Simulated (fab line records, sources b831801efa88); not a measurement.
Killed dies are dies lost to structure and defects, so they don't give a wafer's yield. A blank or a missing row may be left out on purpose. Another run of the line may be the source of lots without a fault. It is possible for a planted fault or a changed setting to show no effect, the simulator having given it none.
Which tool is to blame? :: flow gf180mcu :: 13 lots (38 wafers sampled), 1 step of a 602-step route

WHAT EACH GAUGE READ, for each wafer
GF_M5_OVL_MEAS_08. Usual: for M5_OVL the level is 4 nm and the standard deviation is 5.3.
lot: L650
measured: day 26 21:50
on: overlay-02
M5_OVL (nm): 2 3 2
flag: 

lot: L651
measured: day 27 02:02
on: overlay-01
M5_OVL (nm): 3 5 9
flag: 

lot: L654
measured: day 28 01:21
on: overlay-02
M5_OVL (nm): -3 0 1
flag: 

lot: L655
measured: day 28 07:50
on: overlay-02
M5_OVL (nm): -2 0 2
flag: 

lot: L657
measured: day 29 02:31
on: overlay-02
M5_OVL (nm): 11 2 11
flag: 

lot: L658
measured: day 29 10:44
on: overlay-01
M5_OVL (nm): -2 10 3
flag: 

lot: L659
measured: day 29 12:58
on: overlay-02
M5_OVL (nm): -1 3 -2
flag: 

lot: L663
measured: day 30 21:17
on: overlay-02
M5_OVL (nm): -4 -2
flag: 

lot: L667
measured: day 32 02:17
on: overlay-02
M5_OVL (nm): 8 16 17
flag: 

lot: L668
measured: day 32 02:53
on: overlay-02
M5_OVL (nm): 3 -1 11
flag: 

lot: L671
measured: day 32 17:06
on: overlay-02
M5_OVL (nm): -1 1 6
flag: 

lot: L670
measured: day 32 19:05
on: overlay-02
M5_OVL (nm): 5 1 6
flag: 

lot: L672
measured: day 33 00:46
on: overlay-01
M5_OVL (nm): -5 3 0
flag: 

WHAT TOOL EACH LOT RAN ON (gives the tool, then ch and the chambers of the sampled wafers, and finally the start)
There is no process step in the record ahead of these readings.

WHAT THE TOOLS THEMSELVES READ (means of the sampled wafers that have a number; where no wafer has one, the mark that the record gives instead)
The record holds no such reading with a usual standard deviation.

THE ANSWER, worked out from the rows above alone
Rule: a lot counts as off when the mean over its wafers that have a number is more than 3 standard deviations away from the usual mean. Also off: a lot with no number at a reading for which 4 or more lots have one. Any other lot the step has rows for is counted as sound. The gauges are gone through in route order, then the tools' own readings, and for those a lot's mean is taken as printed above. At the first step where some lot is off, the reading lying furthest off is the one used; lots without a number count as furthest.
Nothing can be told from this: no lot is off at any reading shown.

WHAT THE SIMULATOR HAD PUT IN
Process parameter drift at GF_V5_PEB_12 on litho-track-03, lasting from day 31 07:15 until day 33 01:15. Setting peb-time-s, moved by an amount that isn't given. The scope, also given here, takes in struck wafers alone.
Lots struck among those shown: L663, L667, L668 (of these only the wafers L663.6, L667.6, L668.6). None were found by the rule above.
